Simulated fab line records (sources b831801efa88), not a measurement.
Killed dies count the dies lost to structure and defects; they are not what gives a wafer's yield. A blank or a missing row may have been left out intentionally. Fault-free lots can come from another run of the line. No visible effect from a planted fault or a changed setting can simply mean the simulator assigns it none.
Problem report, 8D (eight disciplines) form, completed by code    flow sky130    the parts of the form that need people (team, actions taken, sign-off) are left out

## 1. THE PROBLEM
Wafers without a fault read 399.99 C, standard deviation 0.23; susceptorTempC at SKY_VIA4_CVD_18 reads a mean of 397.36 C on 3 wafers belonging to 2 lots. That puts it -11 standard deviations away from the usual mean.
The step: deposits W, target thk 505 nm, time 152.14 s.
The first sign was on wafer L290.2 at day 46 01:28, on cvdW-02. Wafers with a number at this step in the record: 33, from 11 lots. Rule for "out" (also "out of limits"): further than 4 standard deviations from the usual mean. The rest of the wafers with a number are treated as sound.

## 2. WHAT IT IS, AND WHAT IT ISN'T
question                     is                      is not
which readings at this step  susceptorTempC          chamberPressureTorr, heaterPowerW
which lots                   L290, L291              L279, L280, L281, L282, L284, L287, L293, L294, L298
which wafers of those lots   L290.2, L290.4, L291.6  L290.3, L291.4, L291.5
read on which tools          cvdW-02                 cvdW-01
when                         from day 46 01:28       up to then (19 sound wafers); but 11 sound wafers of L291, L293, L294, L298 came after

## 3. WHAT RULES OUT EACH SUSPECT
Counting: a tool at a process step up to the reading stays a suspect if it ran every lot that is out. Sound lots after the first of them don't rule it out here, since some wafers of a struck lot are sound.
- cvdW-02 at SKY_VIA4_CVD_18 (deposits W, target thk 505 nm, time 152.14 s): kept. Ran every lot that is out, first one L290 (day 46 01:28); last sound lot up to then L282 (day 43 20:58). Its own susceptorTempC readings are out on those wafers.
- Within cvdW-02 at SKY_VIA4_CVD_18, the wafers that are out were processed in chamber 0 and their sound lot-mates in chamber 1.
The count leaves cvdW-02 at SKY_VIA4_CVD_18.

## 4. THE CAUSE (what the simulator had put in)
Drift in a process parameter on cvdW-02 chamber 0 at SKY_VIA4_CVD_18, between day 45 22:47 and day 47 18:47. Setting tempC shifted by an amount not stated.
This tool alone remained once counting was done.

## 5. THE CHAIN OF EFFECTS, in route order
Each row: a reading where the mean over the struck wafers with a number is more than 3 standard deviations away from the usual. Only readings for which the record gives a usual standard deviation are gone through. hours: the time from each lot's start at the first step in this table that gives one to its start at this step, as a median over the lots. sigmas: the change in usual standard deviations.
hours  step             reading         usual     on struck wafers  change  sigmas
0      SKY_VIA4_CVD_18  susceptorTempC  399.99 C  397.36            -2.63   -11
It contains these process steps:
- SKY_VIA4_CVD_18: deposits W, target thk 505 nm, time 152.14 s.
At these later measuring or inspecting steps, every struck wafer for which the step has a row has a number for every such reading, and none has moved that far: SKY_VIA4_RS_MEAS_19.

## 6. HOW IT WOULD HAVE BEEN CAUGHT EARLIER
First out-of-limits reading in this record: day 46 01:28, which is 3 hours after fault onset at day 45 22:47.
